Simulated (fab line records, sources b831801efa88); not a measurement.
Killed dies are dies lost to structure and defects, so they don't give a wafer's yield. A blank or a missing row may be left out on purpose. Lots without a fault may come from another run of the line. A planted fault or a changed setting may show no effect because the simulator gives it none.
Problem report in the 8D (eight disciplines) form, filled by code | flow sky130 | the parts of the form that need people (team, actions taken, sign-off) are left out

1. THE PROBLEM
CAPM_TIN_RS at SKY_CAPM_RS_MEAS_03 reads a mean of 7.39 ohm/sq on 5 wafers of 2 lots; wafers without a fault read 6.95 ohm/sq with a standard deviation of 0.074. That is +5.9 standard deviations from the usual mean.
The step: measures by four-point-probe.
First seen on wafer L807.3, day 42 00:31, on film_metro-01. The record holds 29 wafers of 10 lots with a number at this step. Rule for "out", or "out of limits": more than 4 standard deviations from the usual mean. The other wafers with a number count as sound.

2. WHAT IT IS AND WHAT IT IS NOT
question                    | is                           | is not
which readings at this step | CAPM_TIN_RS                  | -
which lots                  | L807, L808                   | L798, L799, L800, L806, L812, L813, L814, L816
which wafers of those lots  | all that have a number       | -
read on which gauges        | film_metro-01, film_metro-02 | film_metro-04
when                        | from day 42 00:31            | up to then (12 sound wafers); but 12 sound wafers of L812, L813, L814, L816 came after

3. SUSPECTS, AND WHAT RULES EACH OUT
Counting: a tool at a process step up to the reading stays a suspect if it ran every lot that is out and no sound lot after the first of them.
- the gauge at SKY_CAPM_RS_MEAS_03: ruled out. The wafers that are out were read on 2 gauges (film_metro-01, film_metro-02).
- pvd_sputter-03 at SKY_CAPM_SPUTTER_02 (material TiN, target thk 200 nm, time 166.7 s): kept. It ran every lot that is out, first L807 (day 42 00:22), and no sound lot after that; its last sound lot up to then is L806 (day 41 23:44).
Left after counting: pvd_sputter-03 at SKY_CAPM_SPUTTER_02.

4. THE CAUSE (what the simulator had put in)
Process parameter drift: pvd_sputter-03, from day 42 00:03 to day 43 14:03, at SKY_CAPM_SPUTTER_02. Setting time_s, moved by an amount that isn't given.
Counting left only this tool.

5. THE CHAIN OF EFFECTS, in route order
Each row: a reading whose mean over the struck wafers that have a number lies more than 3 standard deviations from the usual. Only readings for which the record gives a usual standard deviation are gone through. hours: the time from each lot's start at the first step in this table that gives one to its start at this step, as a median over the lots. sigmas: the change in usual standard deviations.
hours | step                   | reading        | usual       | on struck wafers | change | sigmas
0     | SKY_CAPM_RS_MEAS_03    | CAPM_TIN_RS    | 6.95 ohm/sq | 7.39             | +0.44  | +5.9
0     | SKY_CAPM_THK_MEAS_04   | CAPM_TIN_THK   | 199.5 nm    | 188.8            | -10.7  | -4.4
23    | SKY_CAPM_METAL_ETCH_13 | oes_product_au | 0.938 a.u.  | 0.904            | -0.034 | -4.4
The process steps in it:
- SKY_CAPM_METAL_ETCH_13: etches TiN in Cl2/BCl3, stops on SiO2, target depth 220 nm, time 62.9 s.

6. WHAT WOULD HAVE CAUGHT IT SOONER
In this record the first reading out of limits at a measuring or inspecting step was taken at day 42 00:31, 0 hours after the fault began at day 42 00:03.
Of the tool readings at SKY_CAPM_SPUTTER_02 for which the record gives a usual standard deviation, none was out on any struck wafer, so an alarm limit of 4 standard deviations on them would not have fired.
Of the lots that are out (2), L808 began SKY_CAPM_SPUTTER_02 on pvd_sputter-03 after day 42 00:31. A hold on the tool at that time would have spared it.
